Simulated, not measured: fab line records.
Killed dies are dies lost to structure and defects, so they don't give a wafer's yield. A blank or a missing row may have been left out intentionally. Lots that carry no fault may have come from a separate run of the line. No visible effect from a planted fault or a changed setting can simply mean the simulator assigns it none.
Which tool did it? | flow sky130 | 24 lots with 72 wafers sampled at 5 steps, on a route of 708 steps

WHAT THE GAUGES SHOWED, per wafer
SKY_RES_XHIGH_TW_MEAS_09.
lot  | measured     | on            | RES_XHIGH_TW
L074 | day 26 12:07 | film metro-02 | 1635 1630 1615
L075 | day 26 23:47 | film metro-03 | 1639 1630 1636
L076 | day 27 10:04 | film metro-02 | 1647 1656 1655
L077 | day 27 17:24 | film metro-03 | 1631 1629 1620
L078 | day 28 08:35 | film metro-04 | 1632 1628 1632
L079 | day 28 13:16 | film metro-03 | 1624 1635 1634
L080 | day 28 15:22 | film metro-04 | 1633 1628 1633
L081 | day 29 00:43 | film metro-02 | 1645 1646 1645
L082 | day 29 09:31 | film metro-02 | 1644 1649 1640
L083 | day 29 18:22 | film metro-03 | 1631 1632 1629
L084 | day 30 03:59 | film metro-02 | 1638 1639 1643
L085 | day 30 13:32 | film metro-03 | 1621 1625 1619
L086 | day 30 23:28 | film metro-02 | 1623 1633 1629
L087 | day 31 05:29 | film metro-02 | 1648 1641 1653
L088 | day 31 16:13 | film metro-04 | 1634 1636 1638
L089 | day 32 00:32 | film metro-02 | 1635 1632 1637
L090 | day 32 02:37 | film metro-02 | 1626 1647 1625
L091 | day 32 11:40 | film metro-03 | 1620 1624 1614
L092 | day 32 19:43 | film metro-03 | 1628 1636 1618
L093 | day 32 22:22 | film metro-04 | 1635 1620 1621
L094 | day 33 03:32 | film metro-04 | 1615 1625 1617
L095 | day 33 13:14 | film metro-02 | 1636 1640 1636
L096 | day 33 21:41 | film metro-04 | 1626 1627 1623
L097 | day 34 06:53 | film metro-02 | 1634 1644 1633

SKY_SD_N_RS_MEAS_16: a four-point-probe measurement.
lot  | measured     | on            | SD_N_RS (ohm/sq)
L074 | day 27 17:40 | film metro-04 | 68.45 68.61 68.49
L075 | day 28 05:01 | film metro-04 | 68.64 68.78 68.63
L076 | day 28 15:35 | film metro-03 | 68.58 68.49 68.54
L077 | day 28 22:02 | film metro-04 | 68.55 68.87 68.78
L078 | day 29 13:10 | film metro-02 | 68.50 68.47 68.42
L079 | day 29 18:25 | film metro-02 | 68.56 68.60 68.43
L080 | day 29 20:03 | film metro-03 | 68.57 68.67 68.56
L081 | day 30 05:25 | film metro-04 | 68.41 68.52 68.57
L082 | day 30 13:55 | film metro-02 | 68.51 68.41 68.51
L083 | day 30 22:46 | film metro-04 | 68.40 68.49 68.47
L084 | day 31 06:45 | film metro-04 | 68.52 68.51 68.56
L085 | day 31 17:28 | film metro-04 | 68.52 68.55 68.60
L086 | day 32 03:02 | film metro-02 | 68.37 68.61 68.56
L087 | day 32 14:29 | film metro-04 | 68.51 68.67 68.53
L088 | day 32 18:52 | film metro-02 | 68.44 68.46 68.63
L089 | day 33 03:11 | film metro-04 | 68.72 68.46 68.51
L090 | day 33 05:26 | film metro-04 | 68.43 68.54 68.61
L091 | day 33 14:19 | film metro-03 | 68.59 68.37 68.65
L092 | day 33 22:34 | film metro-04 | 68.45 68.37 68.41
L093 | day 34 01:07 | film metro-02 | 68.57 68.57 68.47
L094 | day 34 06:09 | film metro-03 | 68.53 68.57 68.50
L095 | day 34 15:20 | film metro-03 | 68.46 68.68 68.59
L096 | day 35 01:16 | film metro-03 | 68.56 68.43 68.53
L097 | day 35 09:45 | film metro-04 | 68.58 68.44 68.57

SKY_VIA4_THK_MEAS_01.
lot  | measured     | on            | VIA4_HDPCVD_THK (nm)
L074 | day 41 14:02 | film metro-04 | 1754 1738 1742
L075 | day 42 02:39 | film metro-02 | 1751 1774 1789
L076 | day 42 09:37 | film metro-01 | 1759 1769 1762
L077 | day 42 14:55 | film metro-04 | 1750 1751 1737
L078 | day 43 04:50 | film metro-04 | 1742 1711 1737
L079 | day 43 09:20 | film metro-02 | 1779 1777 1768
L080 | day 43 10:55 | film metro-01 | 1750 1750 1732
L081 | day 43 18:38 | film metro-02 | 1718 1737 1732
L082 | day 44 00:14 | film metro-01 | 1751 1770 1754
L083 | day 44 12:55 | film metro-01 | 1764 1769 1778
L084 | day 44 15:15 | film metro-01 | 1757 1727 1748
L085 | day 44 19:39 | film metro-01 | 1763 1756 1774
L086 | day 45 07:56 | film metro-01 | 1743 1742 1736
L087 | day 45 15:56 | film metro-01 | 1743 1735 1740
L088 | day 45 18:50 | film metro-01 | 1751 1750 1740
L089 | day 46 02:52 | film metro-02 | 1725 1758 1740
L090 | day 46 04:19 | film metro-02 | 1748 1731 1730
L091 | day 46 09:21 | film metro-04 | 1767 1755 1750
L092 | day 46 15:54 | film metro-04 | 1726 1731 1731
L093 | day 46 19:05 | film metro-01 | 1737 1735 1744
L094 | day 47 00:58 | film metro-01 | 1740 1752 1723
L095 | day 47 06:27 | film metro-04 | 1753 1730 1736
L096 | day 47 13:00 | film metro-04 | 1742 1758 1734
L097 | day 47 19:53 | film metro-04 | 1752 1742 1747

WHICH TOOL RAN EACH LOT (tool, then ch and the chambers of the sampled wafers, then the start)
lot  | SKY_METAL1_SPUTTER_01        | SKY_VIA1_SPUTTER_20
L074 | pvd sputter-01, day 31 10:14 | pvd sputter-01, day 33 18:06
L075 | pvd sputter-02, day 31 22:09 | pvd sputter-04, day 34 05:19
L076 | pvd sputter-04, day 32 08:47 | pvd sputter-03, day 34 14:45
L077 | pvd sputter-04, day 32 13:53 | pvd sputter-03, day 34 20:34
L078 | pvd sputter-04, day 33 04:33 | pvd sputter-03, day 35 12:13
L079 | pvd sputter-02, day 33 08:45 | pvd sputter-04, day 35 16:38
L080 | pvd sputter-01, day 33 12:02 | pvd sputter-01, day 35 18:41
L081 | pvd sputter-04, day 33 19:03 | pvd sputter-04, day 36 02:39
L082 | pvd sputter-02, day 34 03:38 | pvd sputter-03, day 36 10:23
L083 | pvd sputter-01, day 34 11:25 | pvd sputter-01, day 36 19:47
L084 | pvd sputter-02, day 34 19:14 | pvd sputter-04, day 37 03:11
L085 | pvd sputter-04, day 35 05:43 | pvd sputter-04, day 37 11:42
L086 | pvd sputter-01, day 35 16:02 | pvd sputter-01, day 37 23:25
L087 | pvd sputter-01, day 36 02:23 | pvd sputter-03, day 38 08:35
L088 | pvd sputter-01, day 36 07:16 | pvd sputter-01, day 38 13:07
L089 | pvd sputter-02, day 36 16:58 | pvd sputter-01, day 38 22:21
L090 | pvd sputter-01, day 36 17:39 | pvd sputter-04, day 39 00:33
L091 | pvd sputter-01, day 37 02:07 | pvd sputter-03, day 39 08:01
L092 | pvd sputter-02, day 37 10:20 | pvd sputter-03, day 39 15:10
L093 | pvd sputter-04, day 37 13:30 | pvd sputter-04, day 39 17:31
L094 | pvd sputter-02, day 37 19:28 | pvd sputter-03, day 39 23:16
L095 | pvd sputter-02, day 38 03:41 | pvd sputter-03, day 40 08:32
L096 | pvd sputter-04, day 38 12:21 | pvd sputter-01, day 40 16:15
L097 | pvd sputter-04, day 38 20:29 | pvd sputter-01, day 41 00:06
- SKY_METAL1_SPUTTER_01: material TiN, target thk 20 nm, time 16.7 s.
- SKY_VIA1_SPUTTER_20: material TiN, target thk 20 nm, time 80 s.

WHAT THE TOOLS THEMSELVES READ (means of the sampled wafers that have a number; where no wafer has one, the mark that the record gives instead)
SKY_METAL1_SPUTTER_01.
lot  | tool           | throttle valve pct (%)
L074 | pvd sputter-01 | 31.2
L075 | pvd sputter-02 | 31.1
L076 | pvd sputter-04 | 31.0
L077 | pvd sputter-04 | 30.7
L078 | pvd sputter-04 | 30.7
L079 | pvd sputter-02 | 29.5
L080 | pvd sputter-01 | 30.1
L081 | pvd sputter-04 | 30.2
L082 | pvd sputter-02 | 30.3
L083 | pvd sputter-01 | 30.1
L084 | pvd sputter-02 | 30.4
L085 | pvd sputter-04 | 31.1
L086 | pvd sputter-01 | 30.2
L087 | pvd sputter-01 | 30.5
L088 | pvd sputter-01 | 30.7
L089 | pvd sputter-02 | 31.2
L090 | pvd sputter-01 | 30.7
L091 | pvd sputter-01 | 30.5
L092 | pvd sputter-02 | 30.1
L093 | pvd sputter-04 | 30.8
L094 | pvd sputter-02 | 30.2
L095 | pvd sputter-02 | 30.3
L096 | pvd sputter-04 | 30.3
L097 | pvd sputter-04 | 30.8

SKY_VIA1_SPUTTER_20.
lot  | tool           | throttle valve pct (%)
L074 | pvd sputter-01 | 29.9
L075 | pvd sputter-04 | 31.1
L076 | pvd sputter-03 | 29.0
L077 | pvd sputter-03 | 29.5
L078 | pvd sputter-03 | 28.5
L079 | pvd sputter-04 | 30.4
L080 | pvd sputter-01 | 30.7
L081 | pvd sputter-04 | 30.3
L082 | pvd sputter-03 | 29.5
L083 | pvd sputter-01 | 30.4
L084 | pvd sputter-04 | 31.0
L085 | pvd sputter-04 | 30.9
L086 | pvd sputter-01 | 31.3
L087 | pvd sputter-03 | 29.5
L088 | pvd sputter-01 | 30.5
L089 | pvd sputter-01 | 30.3
L090 | pvd sputter-04 | 30.5
L091 | pvd sputter-03 | 29.0
L092 | pvd sputter-03 | 28.7
L093 | pvd sputter-04 | 30.5
L094 | pvd sputter-03 | 29.3
L095 | pvd sputter-03 | 29.4
L096 | pvd sputter-01 | 30.4
L097 | pvd sputter-01 | 30.4

THE ANSWER, worked out from the rows above alone
Rule: what is usual is taken from the lots themselves. The widest of any qualifying gaps counts: lots, ordered by their means at a reading, are off when they make up no more than a third of the lots, leave a main group of 4 or more, and stand apart from it by 3 or more times the standard deviation of that group's means. A main group is skipped when, at the precision printed for the reading in the tables above, its means are all equal. Also off: a lot with no number at a reading for which 4 or more lots have one. Where the step has rows for the other lots, those lots are counted as sound. Order of review: gauges by route order, followed by the tools' own readings, for which a lot's mean as printed above is used. The first step at which some lot is off is used, and at that step the reading that is off furthest; a lot without a number counts as furthest.
No lot is off on any of the readings shown, so nothing can be concluded from this.

WHAT WAS PUT IN BY THE SIMULATOR
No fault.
